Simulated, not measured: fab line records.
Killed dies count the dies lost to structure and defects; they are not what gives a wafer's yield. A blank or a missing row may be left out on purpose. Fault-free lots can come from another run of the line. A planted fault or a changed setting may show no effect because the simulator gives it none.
Check for tools in common	flow gf180mcu	Lots sampled 13, wafers sampled 39

== THE REASON FOR OPENING IT ==
At GF_VT_IMPLANT_RS_MEAS_48 the reading LVPWELL_RS is flagged on 2 of 13 lots. Fault-free wafers read 1198 ohm/sq, with a standard deviation of 3.6.
Rule: flag the lot when none of its wafers has a number, or when each of its wafers that has one lies beyond 4 standard deviations from that mean. The other lots count as sound.

lot	measured	on	LVPWELL_RS (ohm/sq), wafer by wafer	flag
L639	day 7 14:43	film-metro-04	1195 1194 1193	
L640	day 7 20:29	film-metro-01	1197 1197 1202	
L643	day 8 14:58	film-metro-02	1195 1193 1198	
L647	day 9 16:47	film-metro-04	1235 1238 1237	FLAGGED
L648	day 10 00:31	film-metro-01	1243 1246 1241	FLAGGED
L652	day 11 07:56	film-metro-01	1204 1198 1202	
L655	day 12 00:02	film-metro-01	1204 1203 1201	
L657	day 12 11:01	film-metro-04	1200 1200 1201	
L658	day 12 23:50	film-metro-04	1200 1202 1198	
L659	day 13 05:46	film-metro-01	1196 1195 1195	
L660	day 13 12:46	film-metro-02	1194 1194 1195	
L661	day 13 16:56	film-metro-02	1194 1191 1195	
L662	day 14 00:19	film-metro-04	1196 1198 1198	
The mean of the flagged lots' numbers is 1240 ohm/sq, +42 ohm/sq from the usual (+12 standard deviations).

== TOOL THAT RAN EACH LOT ==
The record keeps 1 process step preceding the reading, out of 602 steps on the route. Every cell lists first the tool, next ch and the chambers used by the sampled wafers, and last the start.
lot	flag	GF_LVPWELL_IMPLANT_09
L639		implanter-04 ch 0, day 3 22:44
L640		implanter-04 ch 0, day 4 03:27
L643		implanter-02 ch 0, day 4 18:41
L647	FLAGGED	implanter-04 ch 0, day 5 16:38
L648	FLAGGED	implanter-04 ch 0, day 5 22:34
L652		implanter-02 ch 0, day 7 01:02
L655		implanter-03 ch 0, day 7 14:49
L657		implanter-03 ch 0, day 8 01:20
L658		implanter-04 ch 0, day 8 11:17
L659		implanter-03 ch 0, day 8 16:04
L660		implanter-03 ch 0, day 8 20:04
L661		implanter-02 ch 0, day 9 01:23
L662		implanter-03 ch 0, day 9 07:23
What the steps here do:
- GF_LVPWELL_IMPLANT_09
- GF_VT_IMPLANT_RS_MEAS_48: measures by four-point-probe.

== FLAGGED AGAINST TOTAL, ONE TOOL AT A TIME (gauges that did the reading follow at the end) ==
step	tool	lots run	flagged	share of the flagged lots	sound lots run after its first flagged lot
GF_LVPWELL_IMPLANT_09	implanter-02	3	0	none	-
GF_LVPWELL_IMPLANT_09	implanter-03	5	0	none	-
GF_LVPWELL_IMPLANT_09	implanter-04	5	2	all	1 (L658)
GF_VT_IMPLANT_RS_MEAS_48	film-metro-01	5	1	some	3 (L652,L655,L659)
GF_VT_IMPLANT_RS_MEAS_48	film-metro-02	3	0	none	-
GF_VT_IMPLANT_RS_MEAS_48	film-metro-04	5	1	some	3 (L657,L658,L662)

== WHAT THE TABLE PERMITS ==
Rows of the table that ran each flagged lot: 1, that is implanter-04 at GF_LVPWELL_IMPLANT_09.
- implanter-04 at GF_LVPWELL_IMPLANT_09 ran 5 lots, 2 of them flagged. Sound lots ran on it after the first flagged one (L658), which a lasting fault on the whole tool wouldn't allow. Its own readings (dose-ions-cm2, faraday-current-uA) fall more than 4 standard deviations out on all wafers of the flagged lots.
No row of the table ran every flagged lot and no sound lot after the first.

== WHAT WAS PUT IN BY THE SIMULATOR ==
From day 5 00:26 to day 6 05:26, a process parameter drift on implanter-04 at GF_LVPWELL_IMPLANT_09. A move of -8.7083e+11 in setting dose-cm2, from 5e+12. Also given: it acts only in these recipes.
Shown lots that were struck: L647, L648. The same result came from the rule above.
